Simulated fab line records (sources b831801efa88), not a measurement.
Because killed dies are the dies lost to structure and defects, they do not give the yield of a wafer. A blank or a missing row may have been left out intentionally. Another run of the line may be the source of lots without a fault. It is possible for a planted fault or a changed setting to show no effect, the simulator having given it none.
Which of the tools did it? | flow gf180mcu | Sampling: 6 lots, 18 wafers, 2 of 602 route steps

## WHAT THE GAUGES SHOWED, per wafer
GF_STI_THK_MEAS_04.
lot  | measured    | on            | STI_CVD_03_THK (nm)
L554 | day 2 00:33 | film_metro-01 | 207.7 208.4 208.9
L557 | day 2 15:22 | film_metro-01 | 208.2 208.1 207.2
L563 | day 3 21:07 | film_metro-02 | 216.6 212.6 211.5
L567 | day 4 16:35 | film_metro-03 | 203.8 203.2 205.9
L569 | day 5 02:35 | film_metro-01 | 207.4 206.6 205.4
L575 | day 6 09:05 | film_metro-03 | 207.3 207.3 208.2

## WHAT TOOL EACH LOT RAN ON (gives the tool, then ch and the chambers of the sampled wafers, and finally the start)
lot  | GF_STI_CVD_03
L554 | lpcvd-01 ch 0, day 1 21:34
L557 | lpcvd-01 ch 1, day 2 13:23
L563 | lpcvd-01 ch 0, day 3 19:07
L567 | lpcvd-02 ch 0, day 4 14:34
L569 | lpcvd-02 ch 1, day 5 00:34
L575 | lpcvd-02 ch 0, day 6 07:05
- GF_STI_CVD_03: deposits Si3N4 from DCS/NH3, target thk 207.16 nm, time 3551 s.

## THE ANSWER, worked out from the rows above alone
Rule: the lots themselves supply what counts as usual. The widest of any qualifying gaps counts: lots, ordered by their means at a reading, are off when they make up no more than a third of the lots, leave a main group of 4 or more, and stand apart from it by 3 or more times the standard deviation of that group's means. Not used: any main group whose means are identical at the precision the tables above print for the reading. Also off: a lot with no number at a reading for which 4 or more lots have one. Where the step has rows for the other lots, those lots are counted as sound.
Off: at GF_STI_THK_MEAS_04 (STI_CVD_03_THK), L563. Mean 206.9 nm and standard deviation 1.4 in the main group.
If a tool, at a process step before that reading, ran all the lots that are off and no sound lot after the first of them, it fits. Those tools and the gauges at GF_STI_THK_MEAS_04 are tried in the same way. Undecided on this evidence; 2 tools fit (lpcvd-01 at GF_STI_CVD_03, film_metro-02 at GF_STI_THK_MEAS_04).

## WHAT THE SIMULATOR HAD PUT IN
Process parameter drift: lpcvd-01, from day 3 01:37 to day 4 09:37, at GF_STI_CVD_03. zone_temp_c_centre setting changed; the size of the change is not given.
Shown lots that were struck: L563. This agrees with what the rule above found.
